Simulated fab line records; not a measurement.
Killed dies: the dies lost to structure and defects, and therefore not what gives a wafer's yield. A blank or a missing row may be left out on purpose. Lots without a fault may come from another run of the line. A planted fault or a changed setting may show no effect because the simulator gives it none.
What tool caused it? :: flow sky130 :: 13 lots with 39 wafers sampled at 5 steps, on a route of 708 steps

== WHAT THE GAUGES READ, wafer by wafer ==
SKY_VT_ADJUST_LVTN_OVL_MEAS_07.
lot: L978
measured: day 6 22:07
on: overlay-02
VT_ADJUST_LVTN_OVL (nm): -1.0 -1.1 -0.4

lot: L979
measured: day 7 05:40
on: overlay-02
VT_ADJUST_LVTN_OVL (nm): 2.1 2.0 0.9

lot: L980
measured: day 7 10:09
on: overlay-02
VT_ADJUST_LVTN_OVL (nm): -0.2 0.4 0.4

lot: L983
measured: day 8 05:06
on: overlay-02
VT_ADJUST_LVTN_OVL (nm): -2.1 -0.3 -0.8

lot: L984
measured: day 8 10:46
on: overlay-01
VT_ADJUST_LVTN_OVL (nm): -0.2 0.9 0.9

lot: L985
measured: day 8 20:01
on: overlay-02
VT_ADJUST_LVTN_OVL (nm): 1.2 0.7 1.7

lot: L989
measured: day 9 22:42
on: overlay-02
VT_ADJUST_LVTN_OVL (nm): 0.2 0.4 -0.6

lot: L991
measured: day 10 08:01
on: overlay-01
VT_ADJUST_LVTN_OVL (nm): -0.2 -2.1 -1.0

lot: L992
measured: day 10 18:20
on: overlay-01
VT_ADJUST_LVTN_OVL (nm): 1.9 1.6 1.0

lot: L994
measured: day 11 04:49
on: overlay-01
VT_ADJUST_LVTN_OVL (nm): -0.5 -0.7 0.0

lot: L995
measured: day 12 02:40
on: overlay-01
VT_ADJUST_LVTN_OVL (nm): -0.6 -1.9 -1.2

lot: L996
measured: day 12 03:28
on: overlay-02
VT_ADJUST_LVTN_OVL (nm): -0.7 -0.4 -2.5

lot: L100
measured: day 13 19:19
on: overlay-01
VT_ADJUST_LVTN_OVL (nm): 0.9 -0.7 0.5

SKY_VT_ADJUST_LVTN_OVL_MEAS_18.
lot: L978
measured: day 7 16:58
on: overlay-02
VT_ADJUST_LVTN_01_OVL (nm): -3.7 -3.0 -1.5

lot: L979
measured: day 8 00:09
on: overlay-01
VT_ADJUST_LVTN_01_OVL (nm): 1.8 2.0 0.2

lot: L980
measured: day 8 05:24
on: overlay-01
VT_ADJUST_LVTN_01_OVL (nm): -1.6 -3.3 -1.4

lot: L983
measured: day 9 01:31
on: overlay-02
VT_ADJUST_LVTN_01_OVL (nm): 0.2 -0.9 -0.9

lot: L984
measured: day 9 07:59
on: overlay-01
VT_ADJUST_LVTN_01_OVL (nm): -2.0 -3.0 -2.1

lot: L985
measured: day 9 17:40
on: overlay-02
VT_ADJUST_LVTN_01_OVL (nm): -0.1 -1.1 0.6

lot: L989
measured: day 10 21:27
on: overlay-01
VT_ADJUST_LVTN_01_OVL (nm): -1.1 -0.6 -1.8

lot: L991
measured: day 11 06:13
on: overlay-02
VT_ADJUST_LVTN_01_OVL (nm): 1.7 0.6 1.8

lot: L992
measured: day 11 17:28
on: overlay-02
VT_ADJUST_LVTN_01_OVL (nm): -1.2 0.0 -2.4

lot: L994
measured: day 12 04:46
on: overlay-01
VT_ADJUST_LVTN_01_OVL (nm): 0.0 -1.1 -0.7

lot: L995
measured: day 13 02:58
on: overlay-01
VT_ADJUST_LVTN_01_OVL (nm): -0.6 -1.5 -0.6

lot: L996
measured: day 13 03:16
on: overlay-02
VT_ADJUST_LVTN_01_OVL (nm): -0.9 -1.7 -0.6

lot: L100
measured: day 14 21:40
on: overlay-02
VT_ADJUST_LVTN_01_OVL (nm): 2.6 1.9 1.6

SKY_VT_ADJUST_HVTR_OVL_MEAS_08.
lot: L978
measured: day 9 09:36
on: overlay-02
VT_ADJUST_HVTR_OVL (nm): -3.5 -3.6 -3.8

lot: L979
measured: day 9 17:42
on: overlay-01
VT_ADJUST_HVTR_OVL (nm): -2.4 -2.9 -2.2

lot: L980
measured: day 10 00:36
on: overlay-01
VT_ADJUST_HVTR_OVL (nm): -1.5 -0.3 -0.5

lot: L983
measured: day 10 21:53
on: overlay-01
VT_ADJUST_HVTR_OVL (nm): -2.4 -0.7 -3.3

lot: L984
measured: day 11 04:27
on: overlay-01
VT_ADJUST_HVTR_OVL (nm): -1.8 0.9 0.7

lot: L985
measured: day 11 15:18
on: overlay-02
VT_ADJUST_HVTR_OVL (nm): 2.2 1.6 1.2

lot: L989
measured: day 12 21:11
on: overlay-02
VT_ADJUST_HVTR_OVL (nm): 0.0 0.6 2.8

lot: L991
measured: day 13 06:54
on: overlay-01
VT_ADJUST_HVTR_OVL (nm): -1.2 -0.8 0.1

lot: L992
measured: day 13 19:20
on: overlay-02
VT_ADJUST_HVTR_OVL (nm): 0.0 0.2 0.0

lot: L994
measured: day 14 08:20
on: overlay-01
VT_ADJUST_HVTR_OVL (nm): -0.1 -0.6 -1.3

lot: L995
measured: day 15 06:40
on: overlay-01
VT_ADJUST_HVTR_OVL (nm): -0.3 -0.5 0.2

lot: L996
measured: day 15 07:08
on: overlay-02
VT_ADJUST_HVTR_OVL (nm): 2.6 0.9 0.6

lot: L100
measured: day 17 04:45
on: overlay-01
VT_ADJUST_HVTR_OVL (nm): -2.0 -1.2 -2.3

SKY_VT_ADJUST_PCH_TW_MEAS_10.
lot: L978
measured: day 10 08:05
on: film metro-01
VT_ADJUST_PCH_TW: 145.4 145.2 144.4

lot: L979
measured: day 10 16:29
on: film metro-02
VT_ADJUST_PCH_TW: 144.6 144.3 144.0

lot: L980
measured: day 10 23:00
on: film metro-01
VT_ADJUST_PCH_TW: 145.3 144.7 145.0

lot: L983
measured: day 11 21:43
on: film metro-01
VT_ADJUST_PCH_TW: 146.6 146.4 146.8

lot: L984
measured: day 12 05:14
on: film metro-01
VT_ADJUST_PCH_TW: 175.7 175.3 175.7 175.9 175.0 175.6

lot: L985
measured: day 12 15:19
on: film metro-02
VT_ADJUST_PCH_TW: 144.6 144.7 145.4

lot: L989
measured: day 13 22:32
on: film metro-01
VT_ADJUST_PCH_TW: 146.2 146.1 145.1

lot: L991
measured: day 14 09:30
on: film metro-04
VT_ADJUST_PCH_TW: 141.9 142.7 141.4

lot: L992
measured: day 14 22:46
on: film metro-01
VT_ADJUST_PCH_TW: 175.4 175.7 176.1 175.6 175.4 175.5

lot: L994
measured: day 15 12:08
on: film metro-02
VT_ADJUST_PCH_TW: 173.7 173.4 173.1 173.9 174.0 174.8

lot: L995
measured: day 16 10:13
on: film metro-02
VT_ADJUST_PCH_TW: 144.8 144.4 144.6

lot: L996
measured: day 16 10:42
on: film metro-02
VT_ADJUST_PCH_TW: 144.2 143.9 144.0

lot: L100
measured: day 18 10:46
on: film metro-04
VT_ADJUST_PCH_TW: 141.9 143.2 141.9

== TOOL THAT RAN EACH LOT (tool first, then ch and the chambers of the sampled wafers, then the start) ==
lot: L978
SKY_VT_ADJUST_PCH_IMPLANT_08: implanter-03 ch 0, day 10 07:50

lot: L979
SKY_VT_ADJUST_PCH_IMPLANT_08: implanter-04 ch 0, day 10 16:14

lot: L980
SKY_VT_ADJUST_PCH_IMPLANT_08: implanter-02 ch 0, day 10 22:45

lot: L983
SKY_VT_ADJUST_PCH_IMPLANT_08: implanter-04 ch 0, day 11 21:28

lot: L984
SKY_VT_ADJUST_PCH_IMPLANT_08: implanter-02 ch 0, day 12 04:42

lot: L985
SKY_VT_ADJUST_PCH_IMPLANT_08: implanter-04 ch 0, day 12 15:04

lot: L989
SKY_VT_ADJUST_PCH_IMPLANT_08: implanter-03 ch 0, day 13 22:17

lot: L991
SKY_VT_ADJUST_PCH_IMPLANT_08: implanter-04 ch 0, day 14 09:15

lot: L992
SKY_VT_ADJUST_PCH_IMPLANT_08: implanter-02 ch 0, day 14 22:10

lot: L994
SKY_VT_ADJUST_PCH_IMPLANT_08: implanter-04 ch 0, day 15 11:36

lot: L995
SKY_VT_ADJUST_PCH_IMPLANT_08: implanter-03 ch 0, day 16 09:59

lot: L996
SKY_VT_ADJUST_PCH_IMPLANT_08: implanter-02 ch 0, day 16 10:27

lot: L100
SKY_VT_ADJUST_PCH_IMPLANT_08: implanter-04 ch 0, day 18 10:31
- SKY_VT_ADJUST_PCH_IMPLANT_08

== AS READ BY THE TOOLS THEMSELVES (means over the sampled wafers that have a number; for cases with no such wafer, the mark the record gives instead) ==
SKY_VT_ADJUST_PCH_IMPLANT_08.
lot: L978
tool: implanter-03
beam energy keV: 10.002

lot: L979
tool: implanter-04
beam energy keV: 10.001

lot: L980
tool: implanter-02
beam energy keV: 9.999

lot: L983
tool: implanter-04
beam energy keV: 10.000

lot: L984
tool: implanter-02
beam energy keV: 10.001

lot: L985
tool: implanter-04
beam energy keV: 10.000

lot: L989
tool: implanter-03
beam energy keV: 9.999

lot: L991
tool: implanter-04
beam energy keV: 10.000

lot: L992
tool: implanter-02
beam energy keV: 10.000

lot: L994
tool: implanter-04
beam energy keV: 10.001

lot: L995
tool: implanter-03
beam energy keV: 9.998

lot: L996
tool: implanter-02
beam energy keV: 10.000

lot: L100
tool: implanter-04
beam energy keV: 9.995

== THE ANSWER, worked out from the rows above alone ==
Rule: the lots themselves supply what counts as usual. Put in order of their means at a reading, lots are off if they are a third of the lots or fewer, leave a main group of 4 or more, and stand apart from it by a gap of 3 or more times the standard deviation of the main group's means; of several such gaps the widest counts. If all means in a main group match to the digits the tables above print for the reading, that group is not used. Also off: a lot with no number at a reading for which 4 or more lots have one. Any other lot the step has rows for is counted as sound. After the gauges, taken in route order, come the tools' own readings; for these a lot's mean is taken, as printed above. The first step at which some lot is off is used, and at that step the reading that is off furthest; a lot without a number counts as furthest.
Off: L984, L992, L994, at SKY_VT_ADJUST_PCH_TW_MEAS_10 (VT_ADJUST_PCH_TW). The main group: mean 144.5, standard deviation 1.3.
A tool fits if, at a process step before that reading, it ran every lot that is off, and no sound lot after the first of them. The gauges at SKY_VT_ADJUST_PCH_TW_MEAS_10 are tried like those tools. No candidate that was tried fits.

== WHAT THE SIMULATOR PUT IN ==
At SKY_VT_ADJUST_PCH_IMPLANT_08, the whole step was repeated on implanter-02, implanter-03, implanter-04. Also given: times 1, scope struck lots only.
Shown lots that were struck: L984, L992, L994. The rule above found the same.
